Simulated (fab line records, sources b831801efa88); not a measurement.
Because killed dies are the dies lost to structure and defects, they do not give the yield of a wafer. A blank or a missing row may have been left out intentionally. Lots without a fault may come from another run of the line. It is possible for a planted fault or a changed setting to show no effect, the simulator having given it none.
Comparing a struck lot with a sound one :: flow sky130 :: 26 steps out of a route of 708
Sound: wafers L206.1, L206.2, L206.4. The struck wafers were L204.1, L204.2, L204.3. The cause is named last.
At each step with rows: each side's tool, then ch and its chambers, then its first start. Under that, the readings that differ: sound wafers :: struck wafers :: difference of the means :: sigmas: that difference in standard deviations of wafers without a fault.
alike: readings with means less than 2 such deviations apart, plus words and numbers identical on both sides. not compared: withheld readings, readings lacking a value on some wafer, bounds such as >300 that could conceal the same value, and numbers that have no deviation in the record and whose values overlap.
Wherever a step has rows on one side only, a row that says differs or no value, or a row with sigmas, the two part there. Numbers that have no deviation but don't overlap get no sigmas and don't part them. A reading missing from all wafers of one side parts the sides only when that side holds two or more wafers.

SKY_VIA2_SPUTTER_20: material TiN, target thk 20 nm, time 80 s.
  sound: pvd_sputter-04 at day 40 10:53; struck: pvd_sputter-03 at day 39 11:37
  alike: cathode_dc_power_W, chamber_pressure_pa, throttle_valve_pct
SKY_VIA2_CVD_21: deposits W, target thk 420 nm, time 126.4 s.
  sound on cvd_w-01 ch 0,1, day 40 10:56; struck on cvd_w-02 ch 0,1, day 39 11:40
  alike: chamber_pressure_Torr, heater_power_w
SKY_VIA2_RS_MEAS_22: uses a four-point probe to measure.
  sound: film_metro-03 at day 40 11:04; struck: film_metro-01 at day 39 11:48
  alike: VIA2_W_RS
SKY_VIA2_THK_MEAS_23: measures by xrf.
  sound: film_metro-03 at day 40 11:11; struck: film_metro-01 at day 39 11:55
  alike: VIA2_W_THK
SKY_VIA2_CMP_24: polishes, stops on SiO2, t overpolish 20 s, target thk 0 nm.
  sound on cmp-02 ch 0,1,2, day 40 11:15; struck on cmp-02 ch 0,2,3, day 39 11:59
  alike: head_pressure_psi, motor_current_A, overpolish_run_s, time_to_endpoint_s
then, 2 steps without rows for these wafers: SKY_METAL3_SPUTTER_00 (material Ti, target thk 15 nm, time 10 s); SKY_METAL3_SPUTTER_01 (material TiN, target thk 20 nm, time 16.7 s).
SKY_METAL3_SPUTTER_02: material AlCu, target thk 735 nm, time 39.1 s.
  sound: pvd_sputter-03 at day 40 11:36; struck: pvd_sputter-01 at day 39 12:20
  alike: cathode_dc_power_W, chamber_pressure_pa, throttle_valve_pct
then, 3 steps without rows for these wafers: SKY_METAL3_SPUTTER_03 (material Ti, target thk 5 nm, time 3.3 s); SKY_METAL3_SPUTTER_04 (material TiN, target thk 70 nm, time 58.3 s); SKY_CAPM_CVD_00 (deposits SiO2, target thk 15.5 nm).
SKY_CAPM_THK_MEAS_01:
  sound: film_metro-03 at day 40 11:43; struck: film_metro-03 at day 39 12:28
reading: CAPM_CVD_00_THK (nm)
sound: 15.52 15.61 15.79
struck: 15.07 15.34 15.02
difference: -0.50
sigmas: -2
SKY_CAPM_SPUTTER_02: material TiN, target thk 200 nm, time 166.7 s.
  sound: pvd_sputter-04 at day 40 11:47; struck: pvd_sputter-04 at day 39 12:31
  no value came back on the struck wafers for cathode_dc_power_W (W), chamber_pressure_pa (Pa), throttle_valve_pct (%); on the sound wafers cathode_dc_power_W (W) reads 6497.2 6500.8 6501.5
SKY_CAPM_RS_MEAS_03: uses a four-point probe to measure.
  sound: film_metro-02 at day 40 11:53; struck: film_metro-02 at day 39 12:38
reading: CAPM_TIN_RS (ohm/sq)
sound: 6.91 6.96 7.00
struck: - - -
difference: no value on the struck wafers
sigmas: 
SKY_CAPM_THK_MEAS_04: measures by xrf.
  sound: film_metro-02 at day 40 12:01; struck: film_metro-02 at day 39 12:45
reading: CAPM_TIN_THK (nm)
sound: 199.8 198.6 197.0
struck: <0.0 <0.0 <0.0
difference: differs
sigmas: 
then, 7 steps without rows for these wafers: SKY_CAPM_DEHYDRATE_05 (time 60 s); SKY_CAPM_HMDS_06 (prime time 60 s); SKY_CAPM_COAT_07 (resist thk 1140 nm); SKY_CAPM_SOFTBAKE_08 (time 60 s); SKY_CAPM_EXPOSE_09 (exposes mask CAPM, target cd 1000 nm); SKY_CAPM_PEB_10; SKY_CAPM_DEVELOP_11 (develop time 60 s).
SKY_CAPM_OVL_MEAS_12:
  sound: overlay-01 at day 41 11:55; struck: overlay-01 at day 40 13:22
  alike: CAPM_OVL
SKY_CAPM_METAL_ETCH_13: etches TiN in Cl2/BCl3, stops on SiO2, target depth 220 nm, time 62.9 s.
  sound on rie_metal-04 ch 0,1, day 41 11:58; struck on rie_metal-02 ch 0,1, day 40 13:25
reading: oes_product_au (a.u.)
sound: 0.947 0.935 0.933
struck: 0.379 0.381 0.373
difference: -0.561
sigmas: -80

reading: throttle_valve_pct (%)
sound: 21.905 21.905 21.902
struck: 22.255 22.261 22.275
difference: +0.360
sigmas: +40
  alike: drypump_motor_current_A, he_backside_leak_sccm, rf_fwd_power_W
  not compared: rf_hours_counter_h
SKY_CAPM_STRIP_14: strips in O2/N2.
  sound on plasma_asher-02 ch 0,1, day 41 12:02; struck on plasma_asher-02 ch 0,1, day 40 13:29
reading: strip_time_to_endpoint_s (s)
sound: 12.67 12.57 12.59
struck: 12.72 12.76 12.75
difference: +0.13
sigmas: +3
  alike: drypump_motor_current_A, o2_flow_sccm, oes_product_au
  not compared: rf_hours_counter_h
-- the record jumps here: 8 days lie between the struck wafers' starts before and after (it left off in module CAPM and takes up again in module PAD_OPEN, whose first step shown is number 708 of the route) --
SKY_PAD_OPEN_PROBE_99:
  sound: prober-02 at day 48 23:56; struck: prober-02 at day 48 09:12
reading: defect_limited_yield (%)
sound: 85.6 83.9 83.1
struck: 0 0 0
difference: -84
sigmas: -44

reading: killed_at_M0_to_M3
sound: 31 32 38
struck: 14 7 8
difference: -24
sigmas: -3

reading: killed_at_contacts
sound: 19 25 29
struck: 1 7 8
difference: -19
sigmas: -3

reading: killed_at_front_end
sound: 15 19 14
struck: 2 3 4
difference: -13
sigmas: -3

reading: killed_at_other
sound: 0 0 0
struck: 474 472 471
difference: +472
sigmas: +99 or more

reading: killed_dies
sound: 71 79 83
struck: 492 492 492
difference: +414
sigmas: +44

reading: killed_on_rim
sound: 16 18 10
struck: 96 96 96
difference: +81
sigmas: +20

reading: killed_open
sound: 31 43 46
struck: 10 8 7
difference: -32
sigmas: -5

reading: killed_short
sound: 36 35 35
struck: 8 11 14
difference: -24
sigmas: -4

reading: sort_bin_3_pad_short (%)
sound: 0.8 1.0 1.4
struck: 20.7 25.2 21.7
difference: +21.5
sigmas: +54

reading: sort_bin_5_function (%)
sound: 7.1 8.7 9.1
struck: 74.2 70.9 74.4
difference: +64.9
sigmas: +41

reading: sort_n_pass
sound: 421 413 409
struck: 0 0 0
difference: -414
sigmas: -44

reading: sort_yield_pct (%)
sound: 85.6 83.9 83.1
struck: 0 0 0
difference: -84
sigmas: -44
  alike: killed_at_M4_up, sort_bin_6_memory

WHERE THEY PART
First at SKY_CAPM_THK_MEAS_01; last, within this record, at SKY_PAD_OPEN_PROBE_99.

WHY: what had been put in by the simulator
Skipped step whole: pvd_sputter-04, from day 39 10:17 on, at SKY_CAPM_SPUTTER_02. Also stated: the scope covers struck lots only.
